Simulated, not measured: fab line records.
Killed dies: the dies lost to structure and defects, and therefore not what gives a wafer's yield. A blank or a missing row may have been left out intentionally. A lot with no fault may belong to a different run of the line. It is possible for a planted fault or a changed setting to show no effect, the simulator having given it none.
Split-lot study + flow gf180mcu + 23 wafers read from 5 lots, route of 602 steps

== THE SPLIT ==
At GF_HV_LDD_DEVELOP_30 (develop time 60 s), the setting develop time s was moved away from the recipe's 60 s on 10 of the 23 wafers read, by -9.4% to +12.8%. For the rest of the wafers, this setting stayed at what the recipe calls for.

There is no step in the file separating the split from the reading.

== THE READING ==
cd nm (nm) at GF_HV_LDD_CD_MEAS_31, where the cd target is 400 nm. Typical for fault-free wafers on this fab line: 400.5 nm, with standard deviation 2.4 nm.

| wafer  | tool, chamber at the split | develop time s as run, s | against the recipe | cd nm, nm | against lot-mates on the recipe |
|--------|----------------------------|--------------------------|--------------------|-----------|---------------------------------|
| L074.1 | litho track-02, 0          | 54.34                    | -9.4%              | 386.9     | -10.5                           |
| L074.2 | litho track-02, 0          | 60                       | recipe             | 398.0     | -                               |
| L074.3 | litho track-02, 0          | 60                       | recipe             | 396.8     | -                               |
| L074.4 | litho track-02, 0          | 54.34                    | -9.4%              | 389.7     | -7.7                            |
| L074.6 | litho track-02, 0          | 54.34                    | -9.4%              | 388.0     | -9.4                            |
| L077.1 | litho track-02, 0          | 67.7                     | +12.8%             | 409.5     | +12.0                           |
| L077.2 | litho track-02, 0          | 67.7                     | +12.8%             | 411.8     | +14.3                           |
| L077.4 | litho track-02, 0          | 60                       | recipe             | 397.9     | -                               |
| L077.5 | litho track-02, 0          | 60                       | recipe             | 396.7     | -                               |
| L077.6 | litho track-02, 0          | 60                       | recipe             | 398.0     | -                               |
| L081.2 | litho track-02, 0          | 60                       | recipe             | 398.2     | -                               |
| L081.4 | litho track-02, 0          | 60                       | recipe             | 400.6     | -                               |
| L081.6 | litho track-02, 0          | 60                       | recipe             | 398.8     | -                               |
| L082.1 | litho track-01, 0          | 67.22                    | +12.0%             | 410.4     | +12.0                           |
| L082.3 | litho track-01, 0          | 67.22                    | +12.0%             | 407.5     | +9.1                            |
| L082.4 | litho track-01, 0          | 67.22                    | +12.0%             | 407.6     | +9.2                            |
| L082.5 | litho track-01, 0          | 60                       | recipe             | 399.7     | -                               |
| L082.6 | litho track-01, 0          | 60                       | recipe             | 397.1     | -                               |
| L085.1 | litho track-02, 0          | 54.72                    | -8.8%              | 392.6     | -8.8                            |
| L085.2 | litho track-02, 0          | 60                       | recipe             | 402.9     | -                               |
| L085.3 | litho track-02, 0          | 60                       | recipe             | 399.9     | -                               |
| L085.4 | litho track-02, 0          | 60                       | recipe             | 401.4     | -                               |
| L085.6 | litho track-02, 0          | 54.72                    | -8.8%              | 391.0     | -10.4                           |

FIT RESULTS
A straight line over all 23 wafers: cd nm changes by +0.912 nm for each +1% of develop time s; r = +0.96; the points scatter about the line by 1.9 nm.
The same after taking each lot's own level away (the mean of its wafers on the recipe; 23 wafers): +0.957 nm for each +1%; r = +0.98; scatter 1.3 nm.
On that fit, the largest move of develop time s shifts the reading by 12 nm.
Measured against the standard deviation above, the lots' own levels, which go from 397.40 to 401.40 nm, span 1.7 times it.
So the lot-to-lot level changes the slope little: the two slopes agree.
Check: for one of the wafers moved furthest among these (+12.8%), held out of the fit, the line's prediction against its lot-mates is +12.1 nm. Against them it came out at +12 nm.

== OTHER SPLITS APPLIED TO THESE WAFERS ==
Before the reading, these wafers also passed through other splits. Each is held against what the fit with the lots' levels taken away leaves over:
| other split on the same wafers        | wafers away from the commonest value | r with cd nm (lot level and that fit taken away) |
|---------------------------------------|--------------------------------------|--------------------------------------------------|
| GF_STI_CVD_03 temp c                  | 10                                   | -0.14                                            |
| GF_STI_SOFTBAKE_08 temp c             | 5                                    | -0.20                                            |
| GF_LVPWELL_COAT_02 spin rpm           | 11                                   | -0.04                                            |
| GF_LVPWELL_IMPLANT_08 dose cm2        | 9                                    | +0.00                                            |
| GF_MVPSD_STRIP_10 pressure mtorr      | 18                                   | +0.11                                            |
| GF_VT_IMPLANT_STRIP_31 pressure mtorr | 10                                   | -0.09                                            |
| GF_POLY_GATE_COAT_05 resist thk nm    | 9                                    | -0.51                                            |
| GF_HV_LDD_DEVELOP_06 dev temp c       | 10                                   | -0.08                                            |
| GF_HV_LDD_EXPOSE_16 dose mj           | 8                                    | -0.33                                            |
| GF_HV_LDD_DEVELOP_18 develop time s   | 10                                   | -0.20                                            |

== FILE'S OWN FIT ==
cd nm changes by +0.968 nm for each +1% of develop time s, r = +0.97.
